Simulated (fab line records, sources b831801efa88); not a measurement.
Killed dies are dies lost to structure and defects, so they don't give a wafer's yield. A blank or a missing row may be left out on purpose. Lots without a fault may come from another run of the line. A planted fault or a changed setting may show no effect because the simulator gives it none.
fab line records | flow sky130
record lots=12 wafers=36 last_day=50
route steps=708 shown VIA1@472 VIA4@650 PAD_OPEN@702
lots that met no fault: from a run of the same line without faults
start_h: hours from the record's first day to the start of the lot's first wafer shown | wait_h: hours since the lot's step before | " the same as in the row above | L1.1+2: a row that stands for several wafers | - no value, or no start given | * or withheld: withheld | < > ~ a bound
route shown NAME@n: a module of which the file shows steps, and the number in the route of the first | usual: mean/standard deviation of fault-free wafers | same: alike in all rows | chamber/n: place in a boat | sites: the reading at each site | _std_site: their standard deviation | _edge_site: outer sites' mean less inner sites' | radius_mm: how far each site lies from the wafer's centre | mask NAME#n: copy n | behind: the tool/chamber that last shaped the wafer | hold: why the lot was held/for how many hours/how that ended | device: the transistor (n, p or np) that didn't switch | end of line: the same wafers' tests at the end of the route | a step without rows: its recipe alone | killed: dies lost to structure and defects at the first sort, not the wafer's yield | map: a wafer's dies, x killed, . not, _ none there
set.NAME: the setting as run; set.NAME@STEP: as run at that earlier step | model.NAME: the simulator's own value behind a step, which no gauge read
steps of the route over a sample of lots; a table a step, a row a wafer
services: from which hour (start_h, from the record's first day; less than 0 if before it) a tool's chamber was out of use, for how many hours, and why
## steps
# step SKY_VIA1_ETCH_14
# recipe chemistry=N2/H2 target=BARC ion_energy_ev=200 source_w=500 bias_w=100 pressure_mtorr=30 n2_flow_sccm=100 h2_flow_sccm=200 stop_on=SiO2 time_s=45.9 target_depth_a=600
# usual drypump_motor_current_A=5.8/0.39 oes_product_au=0.855/0.0045 throttle_valve_pct=13.225/0.0099
# columns lot.wafer tool chamber start_h wait_h drypump_motor_current_A oes_product_au rf_hours_counter_h throttle_valve_pct
L579.3 rie_diel-02 2 790.75 0.0 5.1 0.859 6 13.228
L579.5 " 3 " " 6.3 0.857 - 13.235
L579.6 " 2 " " 5.1 0.857 - 13.224
L581.1 rie_diel-01 1 814.85 0.0 5.8 0.854 16 13.242
L581.2 " 3 " " 5.3 0.855 9 13.229
L581.6 " 2 " " 6.0 0.850 - 13.222
L582.2 rie_diel-01 1 831.67 0.0 5.8 0.842 16 13.225
L582.3 " 2 " " 6.0 0.857 20 13.226
L582.4 " 0 " " 5.7 0.862 14 13.228
L588.3 rie_diel-02 2 864.10 0.0 5.1 0.854 8 13.225
L588.4 " 1 " " 6.0 0.859 1 13.229
L588.5 " 2 " " 5.1 0.854 - 13.223
L590.2 rie_diel-01 3 880.60 0.0 5.3 0.854 11 13.220
L590.3 " 1 " " 5.8 0.857 18 13.232
L590.6 " 3 " " 5.3 0.848 - 13.215
L589.2 rie_diel-01 1 883.07 0.0 5.8 0.859 18 13.221
L589.3 " 0 " " 5.7 0.850 16 13.199
L589.6 " 2 " " 6.0 0.855 - 13.228
L591.1 rie_diel-01 1 884.55 0.0 5.8 0.850 18 13.223
L591.4 " 0 " " 5.6 0.851 16 13.236
L591.6 " 0 " " 5.7 0.852 - 13.234
L597.1 rie_diel-04 0 928.37 0.0 6.2 0.854 18 13.218
L597.2 " 1 " " 5.5 0.855 7 13.213
L597.6 " 0 " " 6.3 0.857 - 13.216
L599.3 rie_diel-04 2 935.12 0.0 5.5 0.858 21 13.224
L599.4 " 3 " " 6.4 0.857 12 13.222
L599.5 " 0 " " 6.3 0.859 - 13.221
L600.1 rie_diel-04 0 944.12 0.0 6.2 0.855 19 13.236
L600.2 " 3 " " 6.4 0.856 12 13.223
L600.5 " 0 " " 6.2 0.858 - 13.232
L601.2 rie_diel-02 1 966.40 0.0 6.0 0.854 3 13.204
L601.5 " 1 " " 6.0 0.851 - 13.247
L601.6 " 0 " " 5.6 0.852 - 13.226
L602.1 rie_diel-02 2 967.10 0.0 5.1 0.851 10 13.225
L602.2 " 1 " " 6.0 0.856 4 13.225
L602.6 " 3 " " 6.3 0.857 - 13.219
# step SKY_VIA4_OVL_MEAS_11
# usual VIA4_OVL=0.1/1.1
# columns lot.wafer tool chamber start_h wait_h VIA4_OVL[nm]
L579.3 overlay-02 - 1002.43 0.1 -0.5
L579.5 " - " " -0.8
L579.6 " - " " -0.4
L581.1 overlay-02 - 1023.19 0.1 -0.2
L581.2 " - " " 0.6
L581.6 " - " " -0.8
L582.2 overlay-02 - 1039.00 0.1 -0.5
L582.3 " - " " -0.9
L582.4 " - " " -0.4
L588.3 overlay-01 - 1062.68 0.1 -0.9
L588.4 " - " " -1.9
L588.5 " - " " 0.0
L590.2 overlay-01 - 1079.02 0.1 0.3
L590.3 " - " " -1.2
L590.6 " - " " 0.3
L589.2 overlay-01 - 1081.12 0.1 2.0
L589.3 " - " " -1.2
L589.6 " - " " -0.7
L591.1 overlay-01 - 1085.75 0.1 -0.6
L591.4 " - " " 0.3
L591.6 " - " " -0.1
L597.1 overlay-02 - 1115.55 0.1 1.8
L597.2 " - " " -1.5
L597.6 " - " " -0.1
L599.3 overlay-01 - 1124.21 0.1 1.8
L599.4 " - " " 1.2
L599.5 " - " " 1.0
L600.1 overlay-01 - 1132.14 0.1 -0.5
L600.2 " - " " 1.0
L600.5 " - " " -1.0
L601.2 overlay-01 - 1149.88 0.1 0.2
L601.5 " - " " 1.8
L601.6 " - " " -0.1
L602.1 overlay-01 - 1150.85 0.2 1.3
L602.2 " - " " -0.1
L602.6 " - " " 2.1
# step SKY_VIA4_STRIP_13
# recipe chemistry=O2/N2 power_w=1400 pressure_mtorr=1500 platen_temp_c=withheld o2_flow_sccm=3000 n2_flow_sccm=300 overash_fraction=0.5
# usual drypump_motor_current_A=5.6/0.5 oes_product_au=0.709/0.0043 strip_time_to_endpoint_s=12.81/0.033
# columns lot.wafer tool chamber start_h wait_h drypump_motor_current_A oes_product_au rf_hours_counter_h strip_time_to_endpoint_s
L579.3 plasma_asher-01 0 1002.56 - 5.8 0.711 - 12.82
L579.5 " 0 " " 5.8 0.713 - 12.78
L579.6 " 1 " " 6.8 0.710 - 12.83
L581.1 plasma_asher-04 1 1023.30 - 5.9 0.704 58 12.85
L581.2 " 0 " " 5.2 0.712 58 12.77
L581.6 " 1 " " 5.9 0.709 - 12.79
L582.2 plasma_asher-04 1 1039.10 - 5.9 0.712 62 12.79
L582.3 " 0 " " 5.2 0.706 - 12.80
L582.4 " 1 " " 5.9 0.701 - 12.77
L588.3 plasma_asher-03 0 1062.81 - 5.2 0.705 - 12.83
L588.4 " 1 " " 5.3 0.704 - 12.78
L588.5 " 0 " " 5.2 0.712 - 12.80
L590.2 plasma_asher-04 0 1079.13 - 5.2 0.703 67 12.82
L590.3 " 1 " " 5.9 0.709 - 12.84
L590.6 " 0 " " 5.2 0.712 - 12.83
L589.2 plasma_asher-01 1 1081.23 - 6.7 0.715 1 12.77
L589.3 " 0 " " 5.8 0.718 - 12.85
L589.6 " 0 " " 5.8 0.704 - 12.88
L591.1 plasma_asher-03 1 1085.85 - 5.3 0.704 32 12.83
L591.4 " 1 " " 5.3 0.717 - 12.88
L591.6 " 1 " " 5.3 0.715 - 12.87
L597.1 plasma_asher-04 1 1115.66 - 5.9 0.710 70 12.79
L597.2 " 0 " " 5.2 0.708 70 12.81
L597.6 " 1 " " 5.9 0.703 - 12.77
L599.3 plasma_asher-03 0 1124.34 - 5.3 0.707 - 12.83
L599.4 " 1 " " 5.3 0.710 - 12.86
L599.5 " 1 " " 5.3 0.714 - 12.82
L600.1 plasma_asher-03 1 1132.25 - 5.3 0.705 37 12.80
L600.2 " 0 " " 5.3 0.711 37 12.78
L600.5 " 1 " " 5.3 0.708 - 12.81
L601.2 plasma_asher-03 1 1149.98 - 5.3 0.713 38 12.80
L601.5 " 1 " " 5.3 0.703 - 12.85
L601.6 " 0 " " 5.3 0.711 - 12.81
L602.1 plasma_asher-01 1 1150.96 - 6.7 0.711 8 12.84
L602.2 " 0 " " 5.8 0.709 8 12.82
L602.6 " 1 " " 6.7 0.705 - 12.77
# step SKY_PAD_OPEN_STRIP_08
# recipe chemistry=O2/N2 power_w=1400 pressure_mtorr=1500 platen_temp_c=withheld overash_fraction=0.7 o2_flow_sccm=3000 n2_flow_sccm=300
# usual drypump_motor_current_A=5.8/0.48 oes_product_au=0.663/0.0043 strip_time_to_endpoint_s=37.04/0.08
# columns lot.wafer tool chamber start_h wait_h drypump_motor_current_A oes_product_au rf_hours_counter_h strip_time_to_endpoint_s
L579.3 plasma_asher-01 0 1071.45 0.1 5.8 0.663 - 37.05
L579.5 " 1 " " 6.7 0.656 - 37.00
L579.6 " 0 " " 5.8 0.668 - 37.03
L581.1 plasma_asher-02 1 1090.22 0.1 5.7 0.662 105 36.92
L581.2 " 0 " " 6.0 0.667 105 36.91
L581.6 " 0 " " 6.0 0.667 - 36.93
L582.2 plasma_asher-02 1 1104.20 0.1 5.7 0.668 106 37.05
L582.3 " 0 " " 5.9 0.665 - 37.24
L582.4 " 1 " " 5.8 0.665 - 37.12
L588.3 plasma_asher-02 0 1128.15 0.1 6.0 0.669 - 37.02
L588.4 " 1 " " 5.7 0.660 - 37.01
L588.5 " 1 " " 5.7 0.652 - 36.96
L590.2 plasma_asher-03 0 1141.10 0.1 5.2 0.671 38 37.02
L590.3 " 1 " " 5.3 0.654 - 37.01
L590.6 " 0 " " 5.2 0.669 - 37.05
L589.2 plasma_asher-02 0 1142.72 0.1 5.9 0.658 110 36.97
L589.3 " 0 " " 5.9 0.659 - 37.03
L589.6 " 1 " " 5.7 0.662 - 37.00
L591.1 plasma_asher-03 0 1147.62 0.1 5.2 0.666 38 37.11
L591.4 " 0 " " 5.2 0.669 - 37.11
L591.6 " 0 " " 5.2 0.662 - 37.15
L597.1 plasma_asher-03 0 1172.92 0.1 5.2 0.661 41 37.09
L597.2 " 1 " " 5.3 0.661 41 37.10
L597.6 " 1 " " 5.3 0.663 - 37.03
L599.3 plasma_asher-02 1 1180.21 0.1 5.7 0.663 - 37.07
L599.4 " 0 " " 6.0 0.672 - 37.04
L599.5 " 1 " " 5.7 0.658 - 37.00
L600.1 plasma_asher-01 1 1187.27 0.1 6.7 0.664 11 37.11
L600.2 " 0 " " 5.8 0.663 11 36.98
L600.5 " 1 " " 6.7 0.663 - 37.03
L601.2 plasma_asher-01 1 1201.82 0.1 6.7 0.662 13 37.07
L601.5 " 1 " " 6.8 0.666 - 37.16
L601.6 " 0 " " 5.8 0.658 - 37.09
L602.1 plasma_asher-03 1 1202.52 0.1 5.3 0.665 43 37.04
L602.2 " 0 " " 5.2 0.669 43 36.98
L602.6 " 1 " " 5.3 0.664 - 37.00
# step SKY_PAD_OPEN_PROBE_99
# usual defect_limited_yield=82.4/1.9 killed_at_M0_to_M3=44/7.1 killed_at_M4_up=3.5/2 killed_at_contacts=24/5.3 killed_at_front_end=15/4.8 killed_at_other=0.1/0.35 killed_dies=86/9.3 killed_open=47/7.8 killed_short=39/5.9 sort_bin_3_pad_short=0.8/0.42 sort_bin_5_function=10.3/1.4 sort_bin_6_memory=6.4/1.1 sort_bin_8_speed=0.00/0.034 sort_n_pass=406/9.3 sort_yield_pct=82.4/1.9
# same gross_dies=492 killed_at_back_side=0 sort_bin_4_leakage[%]=0
# columns lot.wafer tool chamber start_h wait_h defect_limited_yield[%] killed_at_M0_to_M3 killed_at_M4_up killed_at_contacts killed_at_front_end killed_at_other killed_dies killed_open killed_short sort_bin_3_pad_short[%] sort_bin_5_function[%] sort_bin_6_memory[%] sort_bin_8_speed[%] sort_n_pass sort_yield_pct[%]
L582.2 prober-02 - 1106.46 0.1 83.3 43 5 18 16 0 82 51 31 0.4 10.4 5.9 0 410 83.3
L582.3 prober-02 - 1106.51 0.2 83.3 43 3 20 16 0 82 45 37 0.2 9.8 6.7 0 410 83.3
L582.4 prober-02 - 1106.56 0.2 82.5 46 2 27 11 0 86 43 43 1.2 10.2 6.1 0 406 82.5
L590.2 prober-02 - 1143.40 0.1 77.2 78 4 17 13 0 112 30 50 1.2 14.8 6.7 0 380 77.2
L590.3 prober-02 - 1143.45 0.2 77.0 73 2 28 10 0 113 48 40 1.4 15.7 5.9 0 379 77.0
L590.6 prober-02 - 1143.60 0.2 75.6 85 4 20 11 0 120 43 30 1.2 14.4 8.7 0 372 75.6
L589.2 prober-01 - 1144.99 0.1 76.4 79 4 20 12 1 116 53 42 1.0 14.4 8.1 0 376 76.4
L589.3 prober-01 - 1145.04 0.2 74.0 87 3 21 17 0 128 54 38 2.2 16.5 7.3 0 364 74.0
L589.6 prober-01 - 1145.19 0.2 75.0 76 5 19 23 0 123 37 47 1.8 16.1 7.1 0 369 75.0
L591.1 prober-02 - 1150.09 0.1 79.3 70 4 15 13 0 102 37 44 0.4 14.8 5.5 0 390 79.3
L591.4 prober-02 - 1150.24 0.2 75.6 74 5 31 10 0 120 49 36 1.4 16.5 6.5 0 372 75.6
L591.6 prober-02 - 1150.34 0.2 73.8 82 3 32 12 0 129 55 38 2.0 16.5 7.7 0 363 73.8
L597.1 prober-02 - 1175.26 0.1 83.5 45 4 22 10 0 81 39 42 1.2 10.2 5.1 0 411 83.5
L597.2 prober-02 - 1175.31 0.1 81.7 57 1 19 13 0 90 51 39 0.4 9.6 8.3 0 402 81.7
L597.6 prober-02 - 1175.51 0.2 83.7 40 4 22 14 0 80 30 50 0.8 9.3 6.1 0 412 83.7
L599.3 prober-02 - 1182.77 0.2 82.5 40 1 29 16 0 86 45 41 0.6 11.0 5.9 0 406 82.5
L599.4 prober-02 - 1182.82 0.2 82.3 45 5 28 9 0 87 41 46 0.4 10.6 6.7 0 405 82.3
L599.5 prober-02 - 1182.87 0.2 82.7 38 7 18 22 0 85 47 38 0.6 11.6 5.1 0 407 82.7
# killed by level:class
L582.2 VIA1:geometric_particle:open=14 CONTACT:geometric_particle:open=8 LI_CONTACT:geometric_particle:open=6 VIA1:geometric_particle:short=6 FIELD_ISO:geometric_particle:short=4 FIELD_ISO:geometric_particle:open=4 METAL1:geometric_particle:short=4 METAL2:geometric_particle:short=4
L582.3 LI_CONTACT:geometric_particle:open=8 VIA1:geometric_particle:open=7 POLY_GATE:geometric_particle:open=6 METAL2:geometric_particle:short=6 VIA2:geometric_particle:open=5 FIELD_ISO:geometric_particle:open=4 METAL1:geometric_particle:short=4 CONTACT:geometric_particle:open=4
L582.4 CONTACT:geometric_particle:open=12 LI_CONTACT:geometric_particle:open=10 VIA1:geometric_particle:open=10 VIA1:geometric_particle:short=10 FIELD_ISO:geometric_particle:short=6 METAL1:geometric_particle:short=6 METAL2:geometric_particle:short=5 CONTACT:geometric_particle:short=3
L590.2 VIA1:unspecified=32 METAL1:geometric_particle:short=9 VIA3:geometric_particle:open=9 VIA1:geometric_particle:short=8 CONTACT:geometric_particle:open=7 FIELD_ISO:geometric_particle:short=6 VIA2:geometric_particle:short=6 CONTACT:geometric_particle:short=5
L590.3 VIA1:unspecified=25 LI_CONTACT:geometric_particle:open=12 VIA1:geometric_particle:open=11 METAL1:geometric_particle:short=8 LOCAL_INTERCONNECT:geometric_particle:short=6 VIA3:geometric_particle:open=6 POLY_GATE:geometric_particle:open=5 VIA2:geometric_particle:open=5
L590.6 VIA1:unspecified=47 VIA3:geometric_particle:open=12 CONTACT:geometric_particle:open=9 METAL2:geometric_particle:short=6 LI_CONTACT:geometric_particle:open=5 VIA1:geometric_particle:open=5 VIA2:geometric_particle:short=5 VIA2:geometric_particle:open=4
L589.2 VIA1:unspecified=21 VIA1:geometric_particle:open=17 METAL2:geometric_particle:short=10 CONTACT:geometric_particle:open=9 VIA1:geometric_particle:short=9 VIA2:geometric_particle:open=6 LI_CONTACT:geometric_particle:open=5 FIELD_ISO:geometric_particle:open=4
L589.3 VIA1:unspecified=36 VIA1:geometric_particle:open=15 CONTACT:geometric_particle:open=8 VIA2:geometric_particle:short=7 VIA2:geometric_particle:open=6 POLY_GATE:geometric_particle:open=5 VIA1:geometric_particle:short=5 VIA3:geometric_particle:open=5
L589.6 VIA1:unspecified=39 CONTACT:geometric_particle:open=9 METAL2:geometric_particle:short=8 FIELD_ISO:geometric_particle:open=6 VIA1:geometric_particle:open=6 FIELD_ISO:geometric_particle:short=5 LOCAL_INTERCONNECT:geometric_particle:short=5 METAL1:geometric_particle:short=5
L591.1 VIA1:unspecified=21 VIA1:geometric_particle:open=10 VIA1:geometric_particle:short=8 CONTACT:geometric_particle:open=8 VIA2:geometric_particle:open=7 METAL2:geometric_particle:short=6 FIELD_ISO:geometric_particle:short=5 VIA3:geometric_particle:open=4
L591.4 VIA1:unspecified=35 LI_CONTACT:geometric_particle:open=14 VIA1:geometric_particle:open=8 CONTACT:geometric_particle:open=7 VIA3:geometric_particle:short=6 VIA2:geometric_particle:open=6 METAL1:geometric_particle:short=5 LOCAL_INTERCONNECT:geometric_particle:short=4
L591.6 VIA1:unspecified=36 VIA1:geometric_particle:open=11 CONTACT:geometric_particle:open=10 VIA3:geometric_particle:open=9 CONTACT:geometric_particle:short=7 LI_CONTACT:geometric_particle:open=6 METAL1:geometric_particle:short=5 VIA2:geometric_particle:open=5
L597.1 METAL1:geometric_particle:short=10 VIA1:geometric_particle:open=8 LI_CONTACT:geometric_particle:open=7 VIA3:geometric_particle:open=6 VIA2:geometric_particle:open=5 LI_CONTACT:geometric_particle:short=4 CONTACT:geometric_particle:short=4 METAL2:geometric_particle:short=4
L597.2 VIA1:geometric_particle:open=11 CONTACT:geometric_particle:open=10 VIA3:geometric_particle:open=10 METAL2:geometric_particle:short=7 METAL1:geometric_particle:short=6 VIA2:geometric_particle:open=5 LI_CONTACT:geometric_particle:open=4 VIA2:geometric_particle:short=4
L597.6 CONTACT:geometric_particle:open=8 VIA1:geometric_particle:open=8 FIELD_ISO:geometric_particle:short=7 VIA1:geometric_particle:short=7 LI_CONTACT:geometric_particle:open=5 CONTACT:geometric_particle:short=5 METAL1:geometric_particle:short=5 VIA2:geometric_particle:short=5
L599.3 VIA1:geometric_particle:open=11 CONTACT:geometric_particle:open=9 CONTACT:geometric_particle:short=6 VIA2:geometric_particle:open=6 LI_CONTACT:geometric_particle:open=5 LI_CONTACT:geometric_particle:short=5 METAL2:geometric_particle:short=5 POLY_GATE:geometric_particle:short=4
L599.4 CONTACT:geometric_particle:short=9 VIA1:geometric_particle:open=9 VIA2:geometric_particle:open=9 CONTACT:geometric_particle:open=7 VIA2:geometric_particle:short=6 METAL2:geometric_particle:short=6 VIA3:geometric_particle:open=6 LI_CONTACT:geometric_particle:open=5
L599.5 VIA1:geometric_particle:open=9 VIA2:geometric_particle:open=8 FIELD_ISO:geometric_particle:short=7 LI_CONTACT:geometric_particle:open=7 FIELD_ISO:geometric_particle:open=6 METAL4:geometric_particle:short=6 VIA1:geometric_particle:short=6 CONTACT:geometric_particle:open=5
## services
# columns tool chamber start_h hours kind
plasma_asher-04 - 772.67 2.8 pm
plasma_asher-01 - 837.02 6.3 repair
rie_diel-01 1 844.76 7.1 repair
plasma_asher-01 - 872.86 2.8 pm
rie_diel-02 2 878.79 4.8 repair
plasma_asher-02 - 892.86 1.8 repair
rie_diel-01 - 916.94 0.3 repair
plasma_asher-02 - 949.83 2.0 repair
rie_diel-02 1 950.09 3.8 repair
rie_diel-02 1 957.42 1.2 repair
rie_diel-02 3 960.95 2.8 repair
rie_diel-02 1 970.46 3.4 repair
rie_diel-01 0 998.69 10.5 repair
rie_diel-02 2 1002.76 2.9 repair
plasma_asher-01 - 1015.16 38.0 repair
plasma_asher-03 - 1015.18 28.1 pm
rie_diel-01 2 1019.84 11.0 repair
rie_diel-02 0 1021.29 15.8 repair
rie_diel-01 - 1027.57 0.4 repair
plasma_asher-03 - 1043.28 2.8 pm
plasma_asher-01 - 1055.25 9.0 pm
rie_diel-01 1 1098.98 2.5 repair
rie_diel-01 - 1132.53 2.8 pm
rie_diel-01 - 1157.49 0.1 repair
## key
first_sign step=SKY_PAD_OPEN_PROBE_99 reading=killed_at_M0_to_M3 direction=up sigmas=4.8 usual=44 struck=78
effect step=SKY_PAD_OPEN_PROBE_99 reading=sort_bin_5_function direction=up sigmas=3.8 usual=10.3 struck=15.5
met_at SKY_VIA1_ETCH_14
struck_lots L589,L590,L591
not_acting_at SKY_VIA4_OVL_MEAS_11,SKY_VIA4_STRIP_13,SKY_PAD_OPEN_STRIP_08
onset_between 831.67 880.60
fault kind=chamber_particle_source tool=rie_diel-01 chamber=- onset_h=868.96 steps=SKY_VIA1_ETCH_14 rate_per_visit_cm2=0.40462 end_h=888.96
